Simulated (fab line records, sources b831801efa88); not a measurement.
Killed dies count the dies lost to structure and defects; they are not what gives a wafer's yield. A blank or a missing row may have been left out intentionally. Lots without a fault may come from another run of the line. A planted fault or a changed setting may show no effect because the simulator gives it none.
Which of the tools did it?	flow gf180mcu	Sampling: 7 lots, 21 wafers, 2 of 602 route steps

WHAT THE GAUGES SHOWED, per wafer
GF_POLY_GATE_OVL_MEAS_11.
lot	measured	on	POLY_GATE_OVL (nm)
L233	day 9 17:20	overlay-01	-4 -12 -7
L237	day 10 15:38	overlay-01	11 11 3
L242	day 12 09:44	overlay-02	6 5 3
L246	day 13 12:16	overlay-02	2 3 -4
L249	day 14 04:50	overlay-01	2 -6 1
L253	day 15 12:51	overlay-02	-10 -7 -12
L255	day 16 00:44	overlay-01	14 11 13

WHAT TOOL EACH LOT RAN ON (gives the tool, then ch and the chambers of the sampled wafers, and finally the start)
lot	GF_VT_IMPLANT_RTA_45
L233	rtp_anneal-01 ch 0, day 8 01:05
L237	rtp_anneal-01 ch 0, day 8 23:22
L242	rtp_anneal-02 ch 0, day 10 10:08
L246	rtp_anneal-02 ch 0, day 11 15:04
L249	rtp_anneal-01 ch 0, day 12 05:50
L253	rtp_anneal-01 ch 0, day 13 12:14
L255	rtp_anneal-02 ch 0, day 14 00:55
- GF_VT_IMPLANT_RTA_45: time 30 s.

THE ANSWER, worked out from the rows above alone
Rule: usual is defined by the lots themselves. Put in order of their means at a reading, lots are off if they are a third of the lots or fewer, leave a main group of 4 or more, and stand apart from it by a gap of 3 or more times the standard deviation of the main group's means; of several such gaps the widest counts. The tables above print the reading to a certain number of digits; a main group whose means all agree to those digits is not used. A lot without any number at a reading at which 4 lots or more have one is off too. Where the step has rows for the other lots, those lots are counted as sound.
Nothing can be told from this: no lot is off at any reading shown.

WHAT THE SIMULATOR PUT IN
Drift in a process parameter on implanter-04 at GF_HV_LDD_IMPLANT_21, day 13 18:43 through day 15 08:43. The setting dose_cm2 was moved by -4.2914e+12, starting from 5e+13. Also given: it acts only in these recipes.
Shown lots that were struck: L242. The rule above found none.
